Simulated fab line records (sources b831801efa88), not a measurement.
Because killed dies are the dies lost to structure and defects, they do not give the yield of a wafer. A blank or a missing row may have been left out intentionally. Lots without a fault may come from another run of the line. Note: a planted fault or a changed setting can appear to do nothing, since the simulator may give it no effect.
One fault seen from 2 desks :: flow gf180mcu :: numbers are kept per desk, each desk with only its own; the story behind them comes last

== DESK OF THE TOOL OWNER: rie-diel-01 ==
The tool's own readings at GF_M5_ETCH_09 (etches Si3N4 in CF4/O2, target depth 52 nm, time 11.6 s): means of the sampled wafers that have a number, for each lot that ran on this tool. If a lot's mean is further than 4 standard deviations from the usual mean, the lot is out of limits and carries the mark OUT (the distance appears in the brackets).
Columns: A = cf4-flow-sccm at GF_M5_ETCH_09, usual 80.04 sccm; B = drypump-motor-current-A at GF_M5_ETCH_09, usual 5.7 A; C = oes-product-au at GF_M5_ETCH_09, usual 1.002 a.u.; D = throttle-valve-pct at GF_M5_ETCH_09, usual 5.970 %
lot: L348
first seen here: day 26 07:20
A: 80.03
B: 5.7
C: 0.993
D: 5.971

lot: L351
first seen here: day 27 02:38
A: 80.03
B: 5.9
C: 0.998
D: 5.972

lot: L355
first seen here: day 28 16:35
A: 79.97
B: 5.7
C: 1.174 (+17) OUT
D: 6.021 (+5.3) OUT

lot: L357
first seen here: day 29 01:02
A: 80.26
B: 5.3
C: 1.179 (+18) OUT
D: 6.014 (+4.5) OUT

lot: L363
first seen here: day 31 07:53
A: 80.00
B: 5.7
C: 0.997
D: 5.977

lot: L365
first seen here: day 31 19:56
A: 79.88
B: 5.9
C: 1.010
D: 5.968

lot: L366
first seen here: day 31 22:46
A: 80.27
B: 5.7
C: 0.995
D: 5.972

lot: L368
first seen here: day 32 08:33
A: 80.08
B: 6.2
C: 1.001
D: 5.975

lot: L370
first seen here: day 32 18:22
A: 79.95
B: 5.4
C: 1.010
D: 5.968
This desk's verdict: out of limits on L355, L357, starting with L355 at day 28 16:35 (oes-product-au at GF_M5_ETCH_09). L348, L351, L363, L365, L366, L368, L370: within limits.

== THE METROLOGY DESK ==
Lot by lot, what the gauges showed, no matter which tool ran the lot: averages of those sampled wafers that carry a number. If a lot's mean is further than 4 standard deviations from the usual mean, the lot is out of limits and carries the mark OUT (the distance appears in the brackets).
Columns: A = V5_BOW at GF_V5_BOW_MEAS_05, usual 134 um
lot: L348
first seen here: day 26 08:41
A: 125

lot: L351
first seen here: day 27 03:53
A: 140

lot: L355
first seen here: day 28 18:22
A: 144

lot: L357
first seen here: day 29 02:21
A: 138

lot: L363
first seen here: day 31 09:19
A: 140

lot: L364
first seen here: day 31 10:58
A: 117

lot: L365
first seen here: day 31 21:14
A: 137

lot: L366
first seen here: day 32 00:02
A: 128

lot: L368
first seen here: day 32 10:18
A: 134

lot: L369
first seen here: day 32 16:43
A: 124

lot: L370
first seen here: day 32 19:40
A: 119

lot: L371
first seen here: day 33 02:40
A: 137
This desk found nothing out of limits on any of the 12 lots.

== PUT TOGETHER ==
The tool owner's desk had the chance to raise an alarm at day 28 16:35 on L355, L357.
Metrology desk: nothing out of limits seen.
The metrology desk holds a record of L355, L357, inside its limits.
On rie-diel-01, each named lot ran GF_M5_ETCH_09.

== WHAT THE SIMULATOR HAD INSERTED ==
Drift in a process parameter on rie-diel-01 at GF_M5_ETCH_09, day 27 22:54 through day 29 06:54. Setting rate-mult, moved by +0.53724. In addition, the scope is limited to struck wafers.
Lots struck among those shown: L355, L357.
How many hours passed from the start of the fault until each desk's first out-of-limits reading: the tool owner's desk, 18.
